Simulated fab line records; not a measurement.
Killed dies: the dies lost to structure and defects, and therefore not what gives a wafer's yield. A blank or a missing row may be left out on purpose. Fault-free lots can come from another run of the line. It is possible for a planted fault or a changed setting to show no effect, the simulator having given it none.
fab line records	flow sky130
record: lots: 11	wafers: 33	last-day: 50
route steps=708 shown METAL4@629 VIA4@641 METAL5@663 PAD_OPEN@708
lots that met no fault: from a run of the same line without faults
start-h: the number of hours between the record's first day and the start of the first shown wafer of the lot	wait-h: how many hours have passed since the lot's step before this one	" repeats the value in the row above	L1.1+2: one row covering several wafers at once	- either no value or no given start	* or withheld: withheld	< > ~ a bound
route shown NAME@n: a module of which the file shows steps, and the number in the route of the first	usual: mean/standard deviation of fault-free wafers	same: alike in all rows	chamber/n: place in a boat	sites: per-site readings	_std_site: the values' standard deviation	_edge_site: the outer-site mean with the inner-site mean subtracted	radius-mm: how far each site lies from the wafer's centre	mask NAME#n: copy n	behind: the most recent tool/chamber to have shaped the wafer	hold: cause of the lot's hold/its duration in hours/its outcome	device: the transistor (n, p or np) that didn't switch	end of line: at the end of the route, the tests of the same wafers	step lacking rows: just its recipe	killed: count of dies lost to structure and defects at first sort (not the wafer's yield)	map: shows each die of a wafer: x if killed, . if not, _ if none is there
set.NAME: setting as actually run; set.NAME@STEP: the setting as run at that earlier step	model.NAME: the simulator's own value behind a step, which no gauge read
the route's steps for a sample of lots (tables are steps, rows are wafers)
services: the hour from which a tool's chamber was out of use, counted from the record's first day as start-h (under 0 if before that day), plus the number of hours and why
== steps ==
step: SKY_METAL4_CD_MEAS_13
recipe: target-cd-nm: 300
usual: cd-nm: 299.7/1.4
lot.wafer	tool	chamber	start-h	wait-h	cd-nm
L980.2	cd-sem-02	-	998.74	-	300.7
L980.3	"	-	"	"	299.6
L980.6	"	-	"	"	299.8
L984.2	cd-sem-01	-	1018.77	-	299.7
L984.3	"	-	"	"	300.6
L984.6	"	-	"	"	301.3
L985.1	cd-sem-01	-	1024.67	-	299.5
L985.2	"	-	"	"	299.4
L985.4	"	-	"	"	299.4
L986.3	cd-sem-01	-	1035.91	-	297.7
L986.4	"	-	"	"	299.0
L986.6	"	-	"	"	300.3
L989.1	cd-sem-01	-	1057.28	-	300.2
L989.2	"	-	"	"	298.1
L989.4	"	-	"	"	299.1
L991.1	cd-sem-01	-	1067.93	-	299.3
L991.3	"	-	"	"	299.9
L991.5	"	-	"	"	298.9
L993.2	cd-sem-02	-	1076.24	-	301.5
L993.5	"	-	"	"	301.9
L993.6	"	-	"	"	300.7
L996.1	cd-sem-01	-	1095.75	-	298.9
L996.3	"	-	"	"	297.9
L996.6	"	-	"	"	297.4
L997.1	cd-sem-01	-	1099.10	-	299.8
L997.2	"	-	"	"	300.1
L997.6	"	-	"	"	299.0
L100.1	cd-sem-02	-	1116.93	-	298.8
L100.3	"	-	"	"	298.2
L100.4	"	-	"	"	297.7
L102.1	cd-sem-02	-	1133.40	-	300.4
L102.3	"	-	"	"	300.9
L102.6	"	-	"	"	300.4
step: SKY_METAL4_ETCH_16
recipe: chemistry: N2/H2	target: BARC	ion-energy-ev: 200	bias-w: 100	pressure-mtorr: 30	n2-flow-sccm: 100	h2-flow-sccm: 200	icp-w: 500	stop-on: SiO2	time-s: 88.2	target-depth-a: 600
usual: drypump-motor-current-A: 5.5/0.49	he-backside-leak-sccm: 3.30/0.28	n2-flow-sccm: 99.93/0.3	oes-product-au: 0.626/0.0046	throttle-valve-pct: 13.205/0.0093
lot.wafer	tool	chamber	start-h	wait-h	drypump-motor-current-A	he-backside-leak-sccm	n2-flow-sccm	oes-product-au	rf-hours-counter-h	throttle-valve-pct
L980.2	rie-metal-03	1	998.98	0.1	5.6	3.41	99.89	0.621	-	13.214
L980.3	"	1	"	"	5.6	3.43	99.79	0.621	-	13.213
L980.6	"	1	"	"	5.6	3.51	99.76	0.627	-	13.226
L984.2	rie-metal-02	1	1018.94	0.0	5.0	2.83	99.98	0.629	7	13.216
L984.3	"	0	"	"	6.5	3.22	100.01	0.625	-	13.215
L984.6	"	0	"	"	6.5	3.24	100.30	0.633	-	13.195
L985.1	rie-metal-04	1	1024.86	0.0	5.3	3.48	99.80	0.623	14	13.186
L985.2	"	0	"	"	5.3	3.34	100.10	0.619	11	13.213
L985.4	"	1	"	"	5.3	3.44	99.91	0.638	-	13.204
L986.3	rie-metal-04	1	1036.09	0.0	5.3	3.28	100.13	0.622	-	13.197
L986.4	"	0	"	"	5.2	3.29	99.39	0.626	-	13.198
L986.6	"	1	"	"	5.3	3.36	99.83	0.626	-	13.196
L989.1	rie-metal-04	1	1057.46	0.0	5.3	3.41	99.74	0.620	15	13.208
L989.2	"	0	"	"	5.3	3.14	100.12	0.627	13	13.204
L989.4	"	1	"	"	5.3	3.23	100.19	0.625	-	13.194
L991.1	rie-metal-03	1	1068.11	0.0	5.6	3.66	99.54	0.625	15	13.205
L991.3	"	0	"	"	6.1	2.83	99.52	0.628	-	13.206
L991.5	"	0	"	"	6.1	3.01	99.45	0.625	-	13.217
L993.2	rie-metal-04	0	1076.41	0.0	5.3	5.20	99.61	0.627	15	13.204
L993.5	"	0	"	"	5.3	3.22	99.19	0.619	-	13.208
L993.6	"	1	"	"	5.3	3.39	100.09	0.629	-	13.204
L996.1	rie-metal-04	1	1095.94	0.0	5.3	3.38	100.59	0.626	18	13.207
L996.3	"	1	"	"	5.3	3.37	100.21	0.631	-	13.204
L996.6	"	0	"	"	5.3	3.25	99.78	0.615	-	13.193
L997.1	rie-metal-03	0	1099.29	0.0	6.1	2.90	99.89	0.629	17	13.194
L997.2	"	1	"	"	5.6	3.62	100.05	0.617	17	13.192
L997.6	"	1	"	"	5.6	3.54	100.33	0.634	-	13.223
L100.1	rie-metal-04	1	1117.11	0.0	5.3	3.35	100.34	0.629	20	13.213
L100.3	"	0	"	"	5.3	3.19	100.12	0.632	-	13.214
L100.4	"	1	"	"	5.3	3.32	100.34	0.628	-	13.222
L102.1	rie-metal-02	1	1133.62	0.1	5.0	3.11	99.72	0.633	15	13.213
L102.3	"	1	"	"	5.0	2.98	99.90	0.628	-	13.208
L102.6	"	1	"	"	5.0	2.90	99.78	0.626	-	13.198
step: SKY_VIA4_CMP_02
recipe: material: SiO2	down-force-psi: 4	platen-rpm: 60	pad-velocity-m-s: 0.94248
usual: motor-current-A: 12.6/1.4
lot.wafer	tool	chamber	start-h	wait-h	motor-current-A
L980.3	cmp-02	0	1000.21	0.0	13.7
L980.2	"	3	"	"	10.1
L980.6	"	1	"	"	11.9
L984.2	cmp-01	0	1020.16	0.1	14.5
L984.3	"	1	"	"	12.0
L984.6	"	3	"	"	11.3
L985.2	cmp-01	3	1026.03	0.0	11.9
L985.4	"	0	"	"	14.1
L985.1	"	2	"	"	14.9
L986.3	cmp-01	2	1037.34	0.1	13.7
L986.4	"	3	"	"	11.3
L986.6	"	2	"	"	14.3
L989.4	cmp-02	1	1059.68	0.5	12.1
L989.2	"	3	"	"	9.9
L989.1	"	0	"	"	13.7
L991.1	cmp-02	0	1070.09	0.9	13.0
L991.3	"	1	"	"	12.9
L991.5	"	2	"	"	10.9
L993.2	cmp-01	1	1077.69	0.2	11.7
L993.5	"	2	"	"	14.6
L993.6	"	3	"	"	11.9
L996.1	cmp-01	1	1097.16	0.1	12.7
L996.3	"	3	"	"	11.8
L996.6	"	1	"	"	12.7
L997.1	cmp-01	2	1100.47	0.1	14.5
L997.2	"	0	"	"	13.6
L997.6	"	2	"	"	14.5
L100.4	cmp-02	0	1118.37	0.1	13.0
L100.3	"	1	"	"	12.6
L100.1	"	2	"	"	11.4
L102.3	cmp-02	3	1135.13	0.1	10.1
L102.1	"	0	"	"	13.2
L102.6	"	1	"	"	12.2
step: SKY_VIA4_ETCH_12
recipe: target: SiO2	chemistry: C4F8/O2/Ar	stop-on: TiN	mask-material: NOVOLAK	source-w: 1500	bias-w: 1200	pressure-mtorr: 40	c4f8-flow-sccm: withheld	O2_flow_sccm: 6	Ar_flow_sccm: 300	time-s: withheld	target-depth-a: 5800
usual: oes-product-au: 0.926/0.0046
lot.wafer	tool	chamber	start-h	wait-h	oes-product-au
L980.2	rie-diel-02	2	1023.18	0.0	0.928
L980.3	"	0	"	"	0.930
L980.6	"	0	"	"	0.921
L984.2	rie-diel-04	3	1043.11	0.0	0.926
L984.3	"	0	"	"	0.925
L984.6	"	1	"	"	0.930
L985.1	rie-diel-01	1	1049.18	0.0	0.917
L985.2	"	0	"	"	0.925
L985.4	"	2	"	"	0.925
L986.3	rie-diel-01	3	1059.91	0.0	0.925
L986.4	"	1	"	"	0.918
L986.6	"	0	"	"	0.925
L989.1	rie-diel-01	0	1081.13	0.0	0.929
L989.2	"	1	"	"	0.928
L989.4	"	3	"	"	0.928
L991.1	rie-diel-04	3	1090.81	0.0	0.928
L991.3	"	1	"	"	0.925
L991.5	"	1	"	"	0.923
L993.2	rie-diel-02	3	1098.93	0.0	0.882
L993.5	"	3	"	"	0.864
L993.6	"	0	"	"	0.869
L996.1	rie-diel-01	3	1117.36	0.0	0.875
L996.3	"	1	"	"	0.869
L996.6	"	3	"	"	0.876
L997.1	rie-diel-02	1	1120.66	0.0	0.873
L997.2	"	3	"	"	0.875
L997.6	"	3	"	"	0.870
L100.1	rie-diel-02	2	1138.21	0.0	0.926
L100.3	"	0	"	"	0.922
L100.4	"	1	"	"	0.928
L102.1	rie-diel-04	0	1154.03	0.0	0.923
L102.3	"	1	"	"	0.931
L102.6	"	2	"	"	0.921
step: SKY_METAL5_SPUTTER_02
recipe: material: AlCu	target-thk-nm: 1150	power-w: 10600	time-s: 61.2	chamber-pressure-pa: 0.4
usual: throttle-valve-pct: 30.1/0.93
lot.wafer	tool	chamber	start-h	wait-h	throttle-valve-pct
L980.2	pvd-sputter-04	-	1024.63	0.0	30.3
L980.3	"	-	"	"	31.2
L980.6	"	-	"	"	29.5
L984.2	pvd-sputter-02	-	1045.51	0.0	28.4
L984.3	"	-	"	"	31.5
L984.6	"	-	"	"	31.0
L985.1	pvd-sputter-04	-	1051.07	0.0	30.1
L985.2	"	-	"	"	30.9
L985.4	"	-	"	"	29.5
L986.3	pvd-sputter-01	-	1061.36	0.0	30.2
L986.4	"	-	"	"	30.2
L986.6	"	-	"	"	30.1
L989.1	pvd-sputter-02	-	1082.53	0.0	28.2
L989.2	"	-	"	"	30.5
L989.4	"	-	"	"	28.2
L991.1	pvd-sputter-04	-	1092.34	0.0	29.7
L991.3	"	-	"	"	29.9
L991.5	"	-	"	"	31.2
L993.2	pvd-sputter-02	-	1100.33	0.0	31.8
L993.5	"	-	"	"	30.2
L993.6	"	-	"	"	31.4
L996.1	pvd-sputter-04	-	1118.97	0.0	29.6
L996.3	"	-	"	"	30.1
L996.6	"	-	"	"	30.9
L997.1	pvd-sputter-04	-	1122.07	0.0	30.2
L997.2	"	-	"	"	29.8
L997.6	"	-	"	"	31.5
L100.1	pvd-sputter-02	-	1139.73	0.0	31.7
L100.3	"	-	"	"	30.1
L100.4	"	-	"	"	30.6
L102.1	pvd-sputter-04	-	1156.20	0.0	30.2
L102.3	"	-	"	"	29.7
L102.6	"	-	"	"	31.3
step: SKY_PAD_OPEN_PROBE_99
usual: defect-limited-yield: 82.5/2	killed_at_M0_to_M3: 44/7.4	killed_at_M4_up: 3.0/1.8	killed-at-contacts: 24/5.1	killed-at-front-end: 15/4.3	killed-at-other: 0.3/0.54	killed-dies: 86/9.9	killed-open: 47/7.1	killed-short: 38/6.7	sort_bin_3_pad_short: 0.8/0.39	sort_bin_5_function: 10.4/1.5	sort_bin_6_memory: 6.2/1.2	sort-n-pass: 406/9.9	sort-yield-pct: 82.5/2
same: gross-dies: 492	killed-at-back-side: 0	sort_bin_4_leakage[%]: 0	sort_bin_8_speed[%]: 0
lot.wafer	tool	chamber	start-h	wait-h	defect-limited-yield[%]	killed_at_M0_to_M3	killed_at_M4_up	killed-at-contacts	killed-at-front-end	killed-at-other	killed-dies	killed-open	killed-short	sort_bin_3_pad_short[%]	sort_bin_5_function[%]	sort_bin_6_memory[%]	sort-n-pass	sort-yield-pct[%]
L980.2	prober-02	-	1094.22	0.1	83.9	42	4	25	8	0	79	42	37	0.2	10.0	5.9	413	83.9
L980.3	prober-02	-	1094.27	0.2	81.1	59	3	20	11	0	93	45	48	0.2	12.6	6.1	399	81.1
L980.6	prober-02	-	1094.42	0.2	82.9	48	1	20	15	0	84	53	31	0.8	8.7	7.5	408	82.9
L984.2	prober-02	-	1113.54	0.1	81.3	46	6	23	17	0	92	45	47	0.6	12.2	5.9	400	81.3
L984.3	prober-02	-	1113.59	0.2	82.7	43	3	25	14	0	85	43	42	0.2	12.2	4.9	407	82.7
L984.6	prober-02	-	1113.74	0.2	84.1	31	3	28	16	0	78	44	34	0.4	9.1	6.3	414	84.1
L985.1	prober-01	-	1118.60	0.1	84.8	42	4	18	10	1	75	46	29	0.4	9.3	5.5	417	84.8
L985.2	prober-01	-	1118.65	0.1	82.9	40	5	25	14	0	84	48	36	0.8	10.4	5.9	408	82.9
L985.4	prober-01	-	1118.75	0.2	77.4	53	4	35	18	1	111	63	48	0.8	14.2	7.5	381	77.4
L986.3	prober-02	-	1128.18	0.2	83.7	37	4	20	19	0	80	36	44	0.8	11.0	4.5	412	83.7
L986.4	prober-02	-	1128.23	0.2	85.2	32	6	23	12	0	73	36	37	0.6	11.0	3.3	419	85.2
L986.6	prober-02	-	1128.33	0.2	87.6	30	4	11	16	0	61	35	26	0.8	8.1	3.5	431	87.6
L989.1	prober-02	-	1145.75	0.1	85.0	38	2	22	12	0	74	41	33	1.0	9.8	4.3	418	85.0
L989.2	prober-02	-	1145.80	0.1	85.0	41	2	20	11	0	74	37	37	1.8	7.7	5.5	418	85.0
L989.4	prober-02	-	1145.90	0.2	81.1	51	4	24	14	0	93	49	44	1.0	12.0	5.9	399	81.1
L991.1	prober-02	-	1155.73	0.1	82.7	37	2	30	16	0	85	48	37	0.6	11.2	5.5	407	82.7
L991.3	prober-02	-	1155.83	0.2	80.9	42	5	35	12	0	94	60	34	0.2	12.6	6.3	398	80.9
L991.5	prober-02	-	1155.93	0.2	82.7	39	2	27	17	0	85	46	39	0.6	11.0	5.7	407	82.7
L993.2	prober-02	-	1164.76	0.1	80.5	42	4	27	23	0	96	58	38	0.4	10.4	8.7	396	80.5
L993.5	prober-02	-	1164.91	0.2	84.6	42	1	22	10	1	76	43	33	0.4	9.6	5.5	416	84.6
L993.6	prober-02	-	1164.96	0.2	81.7	43	4	21	22	0	90	49	41	0.8	12.2	5.3	402	81.7
L996.1	prober-01	-	1179.26	0.1	85.0	46	1	15	12	0	74	42	32	1.0	10.0	4.1	418	85.0
L996.3	prober-01	-	1179.36	0.2	82.1	58	0	16	14	0	88	50	38	1.0	10.6	6.3	404	82.1
L996.6	prober-01	-	1179.51	0.2	82.3	38	5	25	18	1	87	50	37	0.4	12.6	4.7	405	82.3
L997.1	prober-02	-	1179.83	0.1	79.3	50	4	27	21	0	102	51	51	1.0	13.4	6.3	390	79.3
L997.2	prober-02	-	1179.88	0.1	80.7	45	5	33	12	0	95	59	36	0.8	10.2	8.3	397	80.7
L997.6	prober-02	-	1180.08	0.2	82.1	52	2	21	13	0	88	47	41	1.0	10.6	6.3	404	82.1
L100.1	prober-01	-	1195.44	0.1	80.7	50	4	22	19	0	95	51	44	0.6	10.0	8.7	397	80.7
L100.3	prober-01	-	1195.54	0.2	86.2	40	3	13	12	0	68	39	29	0.8	7.1	5.9	424	86.2
L100.4	prober-01	-	1195.59	0.2	82.1	47	2	24	14	1	88	46	42	1.0	9.6	7.3	404	82.1
L102.1	prober-02	-	1208.64	0.1	82.9	43	1	20	18	2	84	48	36	0.8	10.4	5.9	408	82.9
L102.3	prober-02	-	1208.74	0.2	82.9	43	5	20	15	1	84	39	45	0.6	10.8	5.7	408	82.9
L102.6	prober-02	-	1208.89	0.2	82.3	45	6	20	16	0	87	44	43	0.6	11.2	5.9	405	82.3
killed by level:class
L980.2 CONTACT:geometric-particle:open=10 LI_CONTACT:geometric-particle:open=8 VIA1:geometric-particle:open=8 METAL2:geometric-particle:short=6 VIA3:geometric-particle:open=6 CONTACT:geometric-particle:short=4 METAL1:geometric-particle:short=4 VIA2:geometric-particle:open=4
L980.3 VIA1:geometric-particle:open=15 CONTACT:geometric-particle:short=9 METAL1:geometric-particle:short=8 METAL2:geometric-particle:short=8 VIA1:geometric-particle:short=7 VIA2:geometric-particle:open=6 POLY_GATE:geometric-particle:open=4 LI_CONTACT:geometric-particle:open=4
L980.6 CONTACT:geometric-particle:open=15 VIA1:geometric-particle:open=9 METAL2:geometric-particle:short=9 VIA2:geometric-particle:open=7 VIA3:geometric-particle:open=7 FIELD_ISO:geometric-particle:open=5 VIA1:geometric-particle:short=4 VIA3:geometric-particle:short=4
L984.2 CONTACT:geometric-particle:open=11 METAL3:geometric-particle:short=10 METAL2:geometric-particle:short=9 FIELD_ISO:geometric-particle:open=8 VIA2:geometric-particle:short=5 LI_CONTACT:geometric-particle:short=5 VIA1:geometric-particle:open=5 FIELD_ISO:geometric-particle:short=4
L984.3 LI_CONTACT:geometric-particle:open=8 METAL1:geometric-particle:short=8 VIA1:geometric-particle:open=8 LI_CONTACT:geometric-particle:short=7 VIA2:geometric-particle:open=5 METAL2:geometric-particle:short=5 FIELD_ISO:geometric-particle:open=4 CONTACT:geometric-particle:open=4
L984.6 LI_CONTACT:geometric-particle:open=13 CONTACT:geometric-particle:open=8 VIA1:geometric-particle:open=7 VIA3:geometric-particle:open=7 FIELD_ISO:geometric-particle:short=6 FIELD_ISO:geometric-particle:open=4 POLY_GATE:geometric-particle:short=4 LI_CONTACT:geometric-particle:short=4
L985.1 CONTACT:geometric-particle:open=10 VIA2:geometric-particle:open=8 VIA1:geometric-particle:open=7 VIA3:geometric-particle:open=7 METAL2:geometric-particle:short=5 LI_CONTACT:geometric-particle:open=4 VIA1:geometric-particle:short=4 CONTACT:geometric-particle:short=3
L985.2 CONTACT:geometric-particle:open=11 VIA3:geometric-particle:open=8 VIA1:geometric-particle:open=7 VIA2:geometric-particle:open=7 CONTACT:geometric-particle:short=6 POLY_GATE:geometric-particle:short=4 LI_CONTACT:geometric-particle:open=4 METAL1:geometric-particle:short=4
L985.4 CONTACT:geometric-particle:open=18 VIA1:geometric-particle:open=11 METAL1:geometric-particle:short=9 LI_CONTACT:geometric-particle:open=8 VIA2:geometric-particle:open=8 VIA1:geometric-particle:short=5 POLY_GATE:geometric-particle:short=4 LOCAL_INTERCONNECT:geometric-particle:short=4
L986.3 FIELD_ISO:geometric-particle:short=10 CONTACT:geometric-particle:open=9 VIA1:geometric-particle:open=7 METAL1:geometric-particle:short=7 VIA2:geometric-particle:open=5 METAL2:geometric-particle:short=5 LOCAL_INTERCONNECT:geometric-particle:short=4 VIA1:geometric-particle:short=4
L986.4 CONTACT:geometric-particle:open=8 LI_CONTACT:geometric-particle:open=7 VIA1:geometric-particle:open=7 METAL4:geometric-particle:short=6 VIA3:geometric-particle:open=6 POLY_GATE:geometric-particle:short=5 VIA2:geometric-particle:open=5 LOCAL_INTERCONNECT:geometric-particle:short=4
L986.6 VIA1:geometric-particle:open=6 FIELD_ISO:geometric-particle:open=5 VIA2:geometric-particle:open=5 METAL3:geometric-particle:short=5 POLY_GATE:geometric-particle:open=4 LI_CONTACT:geometric-particle:open=4 CONTACT:geometric-particle:open=4 FIELD_ISO:geometric-particle:short=3
L989.1 VIA2:geometric-particle:open=8 LI_CONTACT:geometric-particle:open=7 CONTACT:geometric-particle:open=7 METAL2:geometric-particle:short=7 VIA1:geometric-particle:short=6 VIA3:geometric-particle:open=6 LOCAL_INTERCONNECT:geometric-particle:short=5 VIA1:geometric-particle:open=5
L989.2 VIA1:geometric-particle:open=10 LI_CONTACT:geometric-particle:open=7 VIA2:geometric-particle:open=6 POLY_GATE:geometric-particle:short=5 VIA1:geometric-particle:short=5 POLY_GATE:geometric-particle:open=4 VIA2:geometric-particle:short=4 LOCAL_INTERCONNECT:geometric-particle:short=4
L989.4 VIA1:geometric-particle:open=13 VIA2:geometric-particle:open=8 LI_CONTACT:geometric-particle:short=7 CONTACT:geometric-particle:short=6 CONTACT:geometric-particle:open=6 METAL1:geometric-particle:short=6 POLY_GATE:geometric-particle:open=5 METAL2:geometric-particle:short=5
L991.1 CONTACT:geometric-particle:open=11 CONTACT:geometric-particle:short=8 VIA2:geometric-particle:open=8 LI_CONTACT:geometric-particle:open=7 POLY_GATE:geometric-particle:open=5 VIA1:geometric-particle:open=5 METAL2:geometric-particle:short=5 VIA3:geometric-particle:open=5
L991.3 CONTACT:geometric-particle:open=14 VIA2:geometric-particle:open=11 VIA1:geometric-particle:open=9 LI_CONTACT:geometric-particle:open=8 FIELD_ISO:geometric-particle:short=7 CONTACT:geometric-particle:short=7 VIA3:geometric-particle:open=5 LI_CONTACT:geometric-particle:short=4
L991.5 VIA1:geometric-particle:open=11 CONTACT:geometric-particle:open=8 LI_CONTACT:geometric-particle:open=7 CONTACT:geometric-particle:short=7 VIA2:geometric-particle:open=7 FIELD_ISO:geometric-particle:open=6 METAL3:geometric-particle:short=5 VIA2:geometric-particle:short=4
L993.2 CONTACT:geometric-particle:open=10 VIA1:geometric-particle:open=10 LI_CONTACT:geometric-particle:open=8 FIELD_ISO:geometric-particle:open=6 VIA2:geometric-particle:open=6 METAL2:geometric-particle:short=6 CONTACT:geometric-particle:short=5 VIA3:geometric-particle:open=5
L993.5 VIA1:geometric-particle:open=15 CONTACT:geometric-particle:open=10 METAL2:geometric-particle:short=6 VIA2:geometric-particle:open=5 LI_CONTACT:geometric-particle:open=4 CONTACT:geometric-particle:short=4 VIA1:geometric-particle:short=4 VIA3:geometric-particle:open=4
L993.6 CONTACT:geometric-particle:open=9 VIA1:geometric-particle:open=9 POLY_GATE:geometric-particle:short=7 POLY_GATE:geometric-particle:open=7 METAL2:geometric-particle:short=7 VIA2:geometric-particle:open=6 METAL1:geometric-particle:short=5 VIA2:geometric-particle:short=5
L996.1 VIA1:geometric-particle:open=18 CONTACT:geometric-particle:open=7 FIELD_ISO:geometric-particle:open=5 VIA2:geometric-particle:short=5 METAL1:geometric-particle:short=5 METAL3:geometric-particle:short=5 VIA2:geometric-particle:open=4 METAL2:geometric-particle:short=3
L996.3 VIA1:geometric-particle:open=12 METAL1:geometric-particle:short=8 LI_CONTACT:geometric-particle:open=7 VIA2:geometric-particle:open=7 VIA3:geometric-particle:open=6 VIA1:geometric-particle:short=5 VIA3:geometric-particle:short=5 CONTACT:geometric-particle:open=5
L996.6 CONTACT:geometric-particle:open=11 LI_CONTACT:geometric-particle:open=9 VIA1:geometric-particle:open=8 VIA3:geometric-particle:open=8 VIA1:geometric-particle:short=7 FIELD_ISO:geometric-particle:short=6 VIA2:geometric-particle:open=5 METAL4:geometric-particle:short=4
L997.1 VIA1:geometric-particle:open=13 CONTACT:geometric-particle:open=12 METAL2:geometric-particle:short=9 LI_CONTACT:geometric-particle:open=8 VIA1:geometric-particle:short=8 POLY_GATE:geometric-particle:short=6 METAL1:geometric-particle:short=6 FIELD_ISO:geometric-particle:open=5
L997.2 LI_CONTACT:geometric-particle:open=15 CONTACT:geometric-particle:open=12 VIA1:geometric-particle:open=8 VIA1:geometric-particle:short=7 VIA3:geometric-particle:open=7 VIA2:geometric-particle:open=7 VIA2:geometric-particle:short=5 POLY_GATE:geometric-particle:short=4
L997.6 VIA1:geometric-particle:open=10 VIA3:geometric-particle:open=9 FIELD_ISO:geometric-particle:open=6 LI_CONTACT:geometric-particle:open=6 METAL2:geometric-particle:short=6 METAL1:geometric-particle:short=6 CONTACT:geometric-particle:open=5 VIA2:geometric-particle:open=5
L100.1 VIA1:geometric-particle:open=16 VIA1:geometric-particle:short=9 LOCAL_INTERCONNECT:geometric-particle:short=6 FIELD_ISO:geometric-particle:open=5 FIELD_ISO:geometric-particle:short=5 VIA2:geometric-particle:open=5 LI_CONTACT:geometric-particle:open=5 VIA2:geometric-particle:short=5
L100.3 VIA1:geometric-particle:open=13 VIA2:geometric-particle:open=6 FIELD_ISO:geometric-particle:short=5 VIA3:geometric-particle:open=5 CONTACT:geometric-particle:open=4 VIA1:geometric-particle:short=4 VIA3:geometric-particle:short=4 SPACER:geometric-particle:open=3
L100.4 CONTACT:geometric-particle:open=10 VIA1:geometric-particle:open=8 VIA2:geometric-particle:open=8 LI_CONTACT:geometric-particle:open=7 VIA3:geometric-particle:short=7 VIA3:geometric-particle:open=6 SPACER:geometric-particle:short=5 CONTACT:geometric-particle:short=5
L102.1 CONTACT:geometric-particle:open=11 VIA1:geometric-particle:open=10 VIA3:geometric-particle:open=7 FIELD_ISO:geometric-particle:open=5 METAL1:geometric-particle:short=5 POLY_GATE:geometric-particle:short=4 LI_CONTACT:geometric-particle:open=4 VIA1:geometric-particle:short=4
L102.3 METAL1:geometric-particle:short=9 VIA2:geometric-particle:open=8 VIA1:geometric-particle:open=6 LI_CONTACT:geometric-particle:open=5 METAL2:geometric-particle:short=5 CONTACT:geometric-particle:open=5 VIA1:geometric-particle:short=5 FIELD_ISO:geometric-particle:open=4
L102.6 VIA1:geometric-particle:open=14 VIA1:geometric-particle:short=11 CONTACT:geometric-particle:open=7 POLY_GATE:geometric-particle:open=5 METAL1:geometric-particle:short=5 FIELD_ISO:geometric-particle:open=3 FIELD_ISO:geometric-particle:short=3 LI_CONTACT:geometric-particle:short=3
== services ==
tool	chamber	start-h	hours	kind
cmp-01	-	976.73	1.0	repair
rie-diel-04	3	982.85	1.9	repair
rie-diel-04	-	984.46	0.5	repair
rie-diel-02	-	991.60	0.7	repair
rie-diel-02	-	995.46	2.2	repair
cmp-01	-	1007.65	2.8	repair
pvd-sputter-02	-	1020.43	8.2	repair
rie-diel-02	1	1022.27	7.2	repair
cmp-02	-	1025.99	3.0	repair
cmp-02	-	1037.27	4.6	pm
cmp-01	-	1037.71	5.1	repair
rie-diel-01	-	1046.35	0.6	repair
cmp-01	-	1048.08	6.4	pm
rie-diel-01	0	1052.26	5.7	repair
cmp-01	-	1054.51	16.6	pm
rie-metal-02	0	1079.55	13.5	repair
cmp-01	-	1084.00	4.0	pm
cmp-02	-	1084.82	1.5	repair
rie-diel-04	2	1094.87	12.6	repair
cmp-02	-	1101.17	2.2	repair
rie-diel-01	3	1103.37	3.7	repair
pvd-sputter-04	-	1109.37	3.8	repair
pvd-sputter-04	-	1133.70	5.2	repair
rie-diel-02	1	1148.20	10.1	repair
== key ==
first-sign: step: SKY_VIA4_ETCH_12	reading: oes-product-au	direction: down	sigmas: 11	usual: 0.926	struck: 0.873
effect none on later readings
met-at SKY_VIA4_CMP_02
struck-lots L993,L996,L997
not-acting-at SKY_METAL4_CD_MEAS_13,SKY_METAL4_ETCH_16,SKY_METAL5_SPUTTER_02
onset-between 1037.34 1077.69
fault: kind: process-parameter-drift	tool: cmp-01	chamber: -	onset-h: 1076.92	steps: SKY_VIA4_CMP_02	channel: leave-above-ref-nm	offset: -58	shape: step	end-h: 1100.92	acts-in: these-recipes-only	stated: 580
